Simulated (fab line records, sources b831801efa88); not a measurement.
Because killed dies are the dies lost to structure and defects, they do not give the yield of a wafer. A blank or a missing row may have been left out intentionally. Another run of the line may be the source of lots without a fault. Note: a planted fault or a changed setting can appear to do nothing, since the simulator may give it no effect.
fab line records + flow sfqLine
[record]
- lots = 14
- wafers = 42
- lastDay = 91
route steps=325 shown I4@176 I5@229 C5@249 M6@261
lots that met no fault: from a run of the same line without faults
startH: start of the lot's first displayed wafer, in hours after the record's first day + waitH: hours since the lot's step before + " repeats the value in the row above + L1.1+2: a row that stands for several wafers + - no value, or no start was given + * or withheld: withheld + < > ~ a bound
route shown NAME@n: names a module that has steps shown in the file, with the first one's number in the route + usual: mean/standard deviation taken from wafers without a fault + same: alike in all rows + chamber/n: place in a boat + sites: readings site by site + _std_site: standard deviation across them + _edge_site: outer sites' mean less inner sites' + radiusMm: for every site, how far away it sits from the centre of the wafer + mask NAME#n: copy n + behind: the last tool/chamber to shape the wafer + hold: reason for holding the lot/hours on hold/outcome of the hold + device: names the non-switching transistor (n, p or np) + end of line: the same wafers' tests at the end of the route + where a step has no rows: the recipe by itself + killed: dies lost to structure and defects at the first sort, not the wafer's yield + map: a wafer's dies, marking killed ones x, the rest . and places with no die _
set.NAME: the setting the step ran with; set.NAME@STEP: the setting that earlier step ran with + model.NAME: the simulator's own value behind a step, which no gauge read
the route's steps for a sample of lots (tables are steps, rows are wafers)
services: when a tool's chamber went out of use (startH, in hours from the record's first day, below 0 if earlier), for how many hours, and the reason
[[steps]]
[step SFQ_TRILAYER_I4_VIA_STRIP_STRIP_107]
[recipe]
- gas = O2
- powerW = 200
- platenTempC = 40
- overashFraction = 0.65
- chemistry = O2
- pressureMtorr = 50
[usual]
- drypumpMotorCurrentA = 5.4/0.5
- oesProductAu = 1.001/0.01
- platenTempC = 40.03/0.11
| lot.wafer | tool        | chamber | startH  | waitH | drypumpMotorCurrentA | oesProductAu | platenTempC | rfHoursCounterH |
|-----------|-------------|---------|---------|-------|----------------------|--------------|-------------|-----------------|
| L712.1    | rieMetal-02 | 0       | 1022.73 | -     | 5.8                  | 1.010        | 39.79       | 42              |
| L712.2    | "           | 1       | "       | "     | 4.8                  | 0.995        | 40.13       | 132             |
| L712.6    | "           | 1       | "       | "     | 4.8                  | 1.008        | 39.92       | -               |
| L713.1    | rieMetal-04 | 0       | 1027.83 | -     | 5.0                  | 1.006        | 39.98       | 12              |
| L713.4    | "           | 0       | "       | "     | 5.0                  | 1.013        | 40.06       | -               |
| L713.6    | "           | 1       | "       | "     | 6.2                  | 0.995        | 39.98       | -               |
| L714.3    | rieMetal-03 | 0       | 1183.59 | -     | 5.7                  | 1.002        | 40.09       | -               |
| L714.4    | "           | 1       | "       | "     | 4.9                  | 0.995        | 39.93       | -               |
| L714.5    | "           | 0       | "       | "     | 5.6                  | 0.994        | 40.09       | -               |
| L715.2    | rieMetal-02 | 1       | 1205.24 | -     | 4.8                  | 0.990        | 40.00       | 16              |
| L715.5    | "           | 1       | "       | "     | 4.8                  | 0.983        | 40.17       | -               |
| L715.6    | "           | 0       | "       | "     | 5.8                  | 1.010        | 40.04       | -               |
| L716.1    | rieMetal-02 | 1       | 1210.04 | -     | 4.8                  | 0.977        | 40.07       | 17              |
| L716.4    | "           | 1       | "       | "     | 4.8                  | 0.977        | 39.87       | -               |
| L716.6    | "           | 1       | "       | "     | 4.8                  | 0.965        | 39.98       | -               |
| L718.2    | rieMetal-02 | 1       | 1228.04 | -     | 4.8                  | 0.998        | 39.87       | 19              |
| L718.3    | "           | 0       | "       | "     | 5.8                  | 1.010        | 39.98       | -               |
| L718.5    | "           | 1       | "       | "     | 4.8                  | 0.996        | 40.08       | -               |
| L719.2    | rieMetal-03 | 0       | 1236.44 | -     | 5.6                  | 1.000        | 40.09       | 88              |
| L719.3    | "           | 1       | "       | "     | 4.9                  | 1.007        | 39.84       | -               |
| L719.4    | "           | 0       | "       | "     | 5.6                  | 1.000        | 40.19       | -               |
| L720.1    | rieMetal-04 | 0       | 1243.64 | -     | 5.0                  | 1.005        | 40.02       | 41              |
| L720.2    | "           | 1       | "       | "     | 6.2                  | 1.005        | 40.00       | 7               |
| L720.3    | "           | 0       | "       | "     | 5.0                  | 1.007        | 40.11       | -               |
| L723.1    | rieMetal-04 | 0       | 1276.17 | -     | 5.0                  | 0.997        | 39.81       | 46              |
| L723.3    | "           | 1       | "       | "     | 6.2                  | 0.983        | 40.09       | -               |
| L723.6    | "           | 1       | "       | "     | 6.2                  | 0.981        | 40.10       | -               |
| L728.1    | rieMetal-03 | 1       | 1298.72 | -     | 4.9                  | 1.015        | 40.03       | 109             |
| L728.4    | "           | 1       | "       | "     | 4.9                  | 1.015        | 39.99       | -               |
| L728.6    | "           | 0       | "       | "     | 5.6                  | 1.005        | 40.16       | -               |
| L729.1    | rieMetal-03 | 1       | 1302.32 | -     | 4.9                  | 1.005        | 40.02       | 110             |
| L729.3    | "           | 1       | "       | "     | 4.9                  | 1.002        | 40.08       | -               |
| L729.6    | "           | 0       | "       | "     | 5.6                  | 0.999        | 39.94       | -               |
| L732.2    | rieMetal-04 | 0       | 1336.17 | -     | 5.0                  | 1.000        | 39.98       | 50              |
| L732.3    | "           | 0       | "       | "     | 5.0                  | 0.996        | 39.93       | -               |
| L732.5    | "           | 0       | "       | "     | 5.0                  | 0.998        | 40.08       | -               |
| L733.2    | rieMetal-04 | 1       | 1348.17 | -     | 6.2                  | 1.000        | 40.15       | 17              |
| L733.3    | "           | 0       | "       | "     | 5.0                  | 1.000        | 39.80       | -               |
| L733.6    | "           | 0       | "       | "     | 5.0                  | 1.005        | 40.00       | -               |
| L735.1    | rieMetal-03 | 0       | 1370.97 | -     | 5.7                  | 1.004        | 39.97       | 106             |
| L735.2    | "           | 1       | "       | "     | 4.9                  | 0.989        | 39.98       | 117             |
| L735.4    | "           | 0       | "       | "     | 5.7                  | 1.004        | 40.01       | -               |
[step SFQ_TRILAYER_I5_LITHO_COAT_149]
[recipe]
- resist = BARC
- spinRpm = 3000
- resistThkNm = 62
| lot.wafer  | tool          | chamber | startH  | waitH |
|------------|---------------|---------|---------|-------|
| L712.1+2+6 | lithoTrack-03 | 0       | 1481.10 | 0.0   |
| L713.1+4+6 | lithoTrack-03 | 0       | 1483.50 | 0.0   |
| L714.3+4+5 | lithoTrack-04 | 0       | 1487.20 | 0.1   |
| L715.2+5+6 | lithoTrack-01 | 0       | 1514.88 | 0.1   |
| L716.1+4+6 | lithoTrack-03 | 0       | 1518.43 | 0.0   |
| L718.2+3+5 | lithoTrack-01 | 0       | 1532.88 | 0.1   |
| L719.2+3+4 | lithoTrack-03 | 0       | 1540.08 | 0.1   |
| L720.1+2+3 | lithoTrack-03 | 0       | 1546.06 | 0.0   |
| L723.1+3+6 | lithoTrack-03 | 0       | 1579.63 | 0.0   |
| L728.1+4+6 | lithoTrack-03 | 0       | 1601.23 | 0.0   |
| L729.1+3+6 | lithoTrack-01 | 0       | 1605.46 | 0.0   |
| L732.2+3+5 | lithoTrack-01 | 0       | 1641.79 | 0.1   |
| L733.2+3+6 | lithoTrack-04 | 0       | 1649.43 | 0.1   |
| L735.1+2+4 | lithoTrack-03 | 0       | 1676.81 | 0.0   |
[step SFQ_TRILAYER_I5_BARC_OPEN_VIA_ETCH_200]
[recipe]
- maskMaterial = PR
- chemistry = O2
- targetDepthNm = 125
- target = BARC
- sourceW = 500
- biasW = 80
- pressureMtorr = 30
- timeS = 41.7
[usual]
- drypumpMotorCurrentA = 5.5/0.44
- oesProductAu = 0.685/0.0043
| lot.wafer | tool       | chamber | startH  | waitH | drypumpMotorCurrentA | oesProductAu | rfHoursCounterH |
|-----------|------------|---------|---------|-------|----------------------|--------------|-----------------|
| L712.1    | rieDiel-04 | 3       | 1614.71 | 0.0   | 5.7                  | 0.683        | 12              |
| L712.2    | "          | 1       | "       | "     | 5.8                  | 0.683        | 10              |
| L712.6    | "          | 2       | "       | "     | 5.4                  | 0.690        | -               |
| L713.1    | rieDiel-01 | 2       | 1618.75 | 0.0   | 5.7                  | 0.685        | 8               |
| L713.4    | "          | 1       | "       | "     | 4.9                  | 0.688        | 9               |
| L713.6    | "          | 3       | "       | "     | 5.9                  | 0.680        | -               |
| L714.3    | rieDiel-03 | 2       | 1622.35 | 0.0   | 5.6                  | 0.677        | 14              |
| L714.4    | "          | 0       | "       | "     | 4.8                  | 0.688        | -               |
| L714.5    | "          | 3       | "       | "     | 4.9                  | 0.686        | -               |
| L715.2    | rieDiel-04 | 2       | 1653.71 | 0.0   | 5.4                  | 0.681        | 3               |
| L715.5    | "          | 3       | "       | "     | 5.7                  | 0.684        | -               |
| L715.6    | "          | 0       | "       | "     | 5.7                  | 0.689        | -               |
| L716.1    | rieDiel-03 | 2       | 1656.11 | 0.0   | 5.6                  | 0.684        | 14              |
| L716.4    | "          | 3       | "       | "     | 4.9                  | 0.687        | 19              |
| L716.6    | "          | 3       | "       | "     | 4.9                  | 0.690        | -               |
| L718.2    | rieDiel-04 | 1       | 1673.03 | 0.0   | 5.8                  | 0.681        | 11              |
| L718.3    | "          | 2       | "       | "     | 5.4                  | 0.683        | 3               |
| L718.5    | "          | 2       | "       | "     | 5.4                  | 0.672        | -               |
| L719.2    | rieDiel-03 | 1       | 1681.43 | 0.0   | 5.6                  | 0.683        | 0               |
| L719.3    | "          | 3       | "       | "     | 4.9                  | 0.686        | 19              |
| L719.4    | "          | 2       | "       | "     | 5.6                  | 0.688        | 15              |
| L720.1    | rieDiel-04 | 3       | 1686.23 | 0.0   | 5.7                  | 0.687        | 13              |
| L720.2    | "          | 0       | "       | "     | 5.7                  | 0.672        | 16              |
| L720.3    | "          | 2       | "       | "     | 5.4                  | 0.683        | 4               |
| L723.1    | rieDiel-03 | 1       | 1719.83 | 0.0   | 5.6                  | 0.663        | 1               |
| L723.3    | "          | 2       | "       | "     | 5.7                  | 0.666        | 15              |
| L723.6    | "          | 2       | "       | "     | 5.6                  | 0.688        | -               |
| L728.1    | rieDiel-01 | 0       | 1738.80 | 0.0   | 6.4                  | 0.668        | 17              |
| L728.4    | "          | 2       | "       | "     | 5.8                  | 0.684        | -               |
| L728.6    | "          | 0       | "       | "     | 6.4                  | 0.686        | -               |
| L729.1    | rieDiel-04 | 0       | 1740.00 | 0.0   | 5.8                  | 0.685        | 17              |
| L729.3    | "          | 2       | "       | "     | 5.4                  | 0.684        | 4               |
| L729.6    | "          | 2       | "       | "     | 5.4                  | 0.683        | -               |
| L732.2    | rieDiel-04 | 3       | 1761.43 | 0.0   | 5.7                  | 0.685        | 14              |
| L732.3    | "          | 2       | "       | "     | 5.4                  | 0.681        | 5               |
| L732.5    | "          | 0       | "       | "     | 5.7                  | 0.681        | -               |
| L733.2    | rieDiel-01 | 1       | 1767.43 | 0.0   | 4.9                  | 0.682        | 11              |
| L733.3    | "          | 3       | "       | "     | 5.9                  | 0.690        | 17              |
| L733.6    | "          | 1       | "       | "     | 4.9                  | 0.676        | -               |
| L735.1    | rieDiel-01 | 0       | 1780.83 | 0.0   | 6.4                  | 0.679        | 18              |
| L735.2    | "          | 3       | "       | "     | 5.9                  | 0.687        | 17              |
| L735.4    | "          | 2       | "       | "     | 5.8                  | 0.692        | 10              |
[step SFQ_TRILAYER_C5_STRIP_STRIP_155]
[recipe]
- gas = O2
- powerW = 200
- platenTempC = 40
- overashFraction = 0.65
- chemistry = O2
- pressureMtorr = 50
[usual]
- drypumpMotorCurrentA = 5.4/0.51
- oesProductAu = 1.002/0.012
- platenTempC = 40.02/0.12
| lot.wafer | tool        | chamber | startH  | waitH | drypumpMotorCurrentA | oesProductAu | platenTempC | rfHoursCounterH |
|-----------|-------------|---------|---------|-------|----------------------|--------------|-------------|-----------------|
| L712.1    | rieMetal-04 | 0       | 1652.60 | -     | 5.0                  | 0.995        | 39.93       | 86              |
| L712.2    | "           | 1       | "       | "     | 6.2                  | 0.995        | 40.01       | 51              |
| L712.6    | "           | 1       | "       | "     | 6.2                  | 0.999        | 40.12       | -               |
| L713.1    | rieMetal-04 | 0       | 1664.72 | -     | 5.1                  | 1.003        | 39.76       | 87              |
| L713.4    | "           | 1       | "       | "     | 6.2                  | 0.997        | 39.97       | -               |
| L713.6    | "           | 0       | "       | "     | 5.0                  | 1.000        | 39.85       | -               |
| L714.3    | rieMetal-02 | 1       | 1723.49 | -     | 4.8                  | 0.981        | 40.11       | -               |
| L714.4    | "           | 0       | "       | "     | 5.8                  | 1.021        | 39.93       | -               |
| L714.5    | "           | 0       | "       | "     | 5.8                  | 1.019        | 39.81       | -               |
| L715.2    | rieMetal-01 | 0       | 1751.79 | -     | 5.8                  | 0.987        | 39.93       | 97              |
| L715.5    | "           | 0       | "       | "     | 5.8                  | 0.994        | 39.86       | -               |
| L715.6    | "           | 1       | "       | "     | 5.0                  | 0.988        | 39.90       | -               |
| L716.1    | rieMetal-02 | 0       | 1756.72 | -     | 5.8                  | 1.012        | 40.14       | 9               |
| L716.4    | "           | 1       | "       | "     | 4.8                  | 0.999        | 40.01       | -               |
| L716.6    | "           | 1       | "       | "     | 4.8                  | 0.993        | 39.88       | -               |
| L718.2    | rieMetal-02 | 1       | 1778.32 | -     | 4.8                  | 0.986        | 39.92       | 86              |
| L718.3    | "           | 0       | "       | "     | 5.8                  | 1.028        | 39.90       | -               |
| L718.5    | "           | 0       | "       | "     | 5.8                  | 1.028        | 40.10       | -               |
| L719.2    | rieMetal-02 | 0       | 1783.31 | -     | 5.8                  | 1.021        | 40.09       | 12              |
| L719.3    | "           | 0       | "       | "     | 5.8                  | 1.019        | 40.15       | -               |
| L719.4    | "           | 1       | "       | "     | 4.8                  | 0.999        | 39.89       | -               |
| L720.1    | rieMetal-02 | 0       | 1785.71 | -     | 5.8                  | 1.026        | 40.16       | 13              |
| L720.2    | "           | 1       | "       | "     | 4.8                  | 0.995        | 40.01       | 87              |
| L720.3    | "           | 1       | "       | "     | 4.8                  | 1.002        | 40.02       | -               |
| L723.1    | rieMetal-02 | 1       | 1813.54 | -     | 4.8                  | 0.992        | 40.02       | 91              |
| L723.3    | "           | 1       | "       | "     | 4.8                  | 0.988        | 40.01       | -               |
| L723.6    | "           | 0       | "       | "     | 5.8                  | 1.016        | 39.92       | -               |
| L728.1    | rieMetal-02 | 1       | 1838.86 | -     | 4.8                  | 0.980        | 39.75       | 94              |
| L728.4    | "           | 1       | "       | "     | 4.8                  | 0.994        | 40.01       | -               |
| L728.6    | "           | 0       | "       | "     | 5.8                  | 1.015        | 39.84       | -               |
| L729.1    | rieMetal-01 | 1       | 1842.46 | -     | 5.0                  | 0.989        | 40.09       | 107             |
| L729.3    | "           | 1       | "       | "     | 5.0                  | 0.988        | 39.96       | -               |
| L729.6    | "           | 0       | "       | "     | 5.9                  | 1.001        | 40.04       | -               |
| L732.2    | rieMetal-01 | 1       | 1865.43 | -     | 5.0                  | 1.001        | 39.91       | 110             |
| L732.3    | "           | 0       | "       | "     | 5.9                  | 0.990        | 39.97       | -               |
| L732.5    | "           | 1       | "       | "     | 5.0                  | 1.007        | 40.15       | -               |
| L733.2    | rieMetal-02 | 1       | 1873.83 | -     | 4.8                  | 0.996        | 39.96       | 98              |
| L733.3    | "           | 0       | "       | "     | 5.8                  | 1.005        | 39.77       | -               |
| L733.6    | "           | 0       | "       | "     | 5.8                  | 1.017        | 40.09       | -               |
| L735.1    | rieMetal-02 | 0       | 1882.23 | -     | 5.8                  | 1.020        | 40.01       | 29              |
| L735.2    | "           | 1       | "       | "     | 4.8                  | 0.995        | 40.01       | 100             |
| L735.4    | "           | 0       | "       | "     | 5.8                  | 1.005        | 40.06       | -               |
[step SFQ_M6_OVL_MEAS_940]
[usual]
- M6_OVL = 5/4.6
| lot.wafer | tool       | chamber | startH  | waitH | M6_OVL[nm] |
|-----------|------------|---------|---------|-------|------------|
| L712.1    | overlay-01 | -       | 1736.60 | 0.1   | 10         |
| L712.2    | "          | -       | "       | "     | 9          |
| L712.6    | "          | -       | "       | "     | 10         |
| L713.1    | overlay-01 | -       | 1752.77 | 0.1   | 7          |
| L713.4    | "          | -       | "       | "     | 0          |
| L713.6    | "          | -       | "       | "     | -1         |
| L714.3    | overlay-01 | -       | 1753.98 | 0.1   | -5         |
| L714.4    | "          | -       | "       | "     | 6          |
| L714.5    | "          | -       | "       | "     | -2         |
| L715.2    | overlay-01 | -       | 1755.18 | 0.1   | 5          |
| L715.5    | "          | -       | "       | "     | 6          |
| L715.6    | "          | -       | "       | "     | 7          |
| L716.1    | overlay-01 | -       | 1788.09 | 0.1   | 8          |
| L716.4    | "          | -       | "       | "     | 6          |
| L716.6    | "          | -       | "       | "     | 11         |
| L718.2    | overlay-02 | -       | 1790.50 | 0.1   | 7          |
| L718.3    | "          | -       | "       | "     | 12         |
| L718.5    | "          | -       | "       | "     | 8          |
| L719.2    | overlay-02 | -       | 1791.70 | 0.1   | 4          |
| L719.3    | "          | -       | "       | "     | 0          |
| L719.4    | "          | -       | "       | "     | 5          |
| L720.1    | overlay-02 | -       | 1792.89 | 0.1   | 3          |
| L720.2    | "          | -       | "       | "     | 6          |
| L720.3    | "          | -       | "       | "     | 3          |
| L723.1    | overlay-02 | -       | 1840.04 | 0.1   | 1          |
| L723.3    | "          | -       | "       | "     | 5          |
| L723.6    | "          | -       | "       | "     | -1         |
| L728.1    | overlay-02 | -       | 1859.87 | 0.1   | 10         |
| L728.4    | "          | -       | "       | "     | 10         |
| L728.6    | "          | -       | "       | "     | 12         |
| L729.1    | overlay-02 | -       | 1862.71 | 0.1   | 0          |
| L729.3    | "          | -       | "       | "     | -1         |
| L729.6    | "          | -       | "       | "     | -3         |
| L732.2    | overlay-02 | -       | 1874.27 | 0.1   | 2          |
| L732.3    | "          | -       | "       | "     | 4          |
| L732.5    | "          | -       | "       | "     | 3          |
| L733.2    | overlay-01 | -       | 1890.62 | 0.1   | 3          |
| L733.3    | "          | -       | "       | "     | 5          |
| L733.6    | "          | -       | "       | "     | -2         |
| L735.1    | overlay-02 | -       | 1896.62 | 0.1   | -6         |
| L735.2    | "          | -       | "       | "     | -5         |
| L735.4    | "          | -       | "       | "     | 1          |
[[services]]
| tool        | chamber | startH  | hours | kind   |
|-------------|---------|---------|-------|--------|
| rieDiel-04  | 0       | 1023.49 | 3.1   | repair |
| rieDiel-04  | 3       | 1084.42 | 3.9   | repair |
| rieDiel-04  | 2       | 1094.23 | 12.7  | repair |
| rieDiel-04  | -       | 1098.23 | 0.4   | repair |
| rieMetal-04 | 0       | 1126.82 | 15.7  | repair |
| rieMetal-02 | 0       | 1149.82 | 14.0  | repair |
| rieDiel-04  | -       | 1191.41 | 2.8   | pm     |
| rieDiel-04  | -       | 1198.60 | 0.3   | repair |
| rieMetal-02 | -       | 1206.26 | 0.6   | repair |
| rieMetal-04 | -       | 1276.77 | 15.6  | pm     |
| rieMetal-02 | 1       | 1284.58 | 5.0   | repair |
| rieDiel-04  | 2       | 1297.56 | 15.7  | repair |
| rieMetal-02 | 1       | 1315.02 | 5.8   | repair |
| rieDiel-04  | 2       | 1318.71 | 5.4   | repair |
| rieMetal-04 | -       | 1352.83 | 28.1  | pm     |
| rieMetal-04 | -       | 1382.93 | 0.5   | repair |
| rieDiel-04  | 2       | 1419.80 | 12.1  | repair |
| rieMetal-04 | -       | 1469.06 | 1.0   | repair |
| rieMetal-02 | -       | 1479.87 | 2.8   | pm     |
| rieMetal-04 | 1       | 1489.88 | 6.7   | repair |
| rieMetal-02 | -       | 1496.50 | 0.5   | repair |
| rieMetal-02 | -       | 1624.69 | 14.6  | pm     |
| rieMetal-04 | 1       | 1825.49 | 3.2   | repair |
| rieMetal-02 | 1       | 1857.09 | 10.3  | repair |
[[key]]
[firstSign]
- step = SFQ_TRILAYER_I5_BARC_OPEN_VIA_ETCH_200
- reading = oesProductAu
- direction = down
- sigmas = 4.5
- usual = 0.685
- struck = 0.666
effect none on later readings
metAt SFQ_TRILAYER_I5_LITHO_COAT_149
struckLots L723,L728
struckWafers L723.1,L723.3,L728.1
notActingAt SFQ_TRILAYER_I4_VIA_STRIP_STRIP_107,SFQ_TRILAYER_C5_STRIP_STRIP_155,SFQ_M6_OVL_MEAS_940
onsetBetween 1546.06 1579.63
[fault]
- kind = processParameterDrift
- tool = lithoTrack-03
- chamber = -
- onsetH = 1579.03
- steps = SFQ_TRILAYER_I5_LITHO_COAT_149
- channel = resistThkNm
- offset = -3.7279
- shape = step
- endH = 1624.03
- scope = struckWafersOnly
- actsIn = theseRecipesOnly
- stated = 62
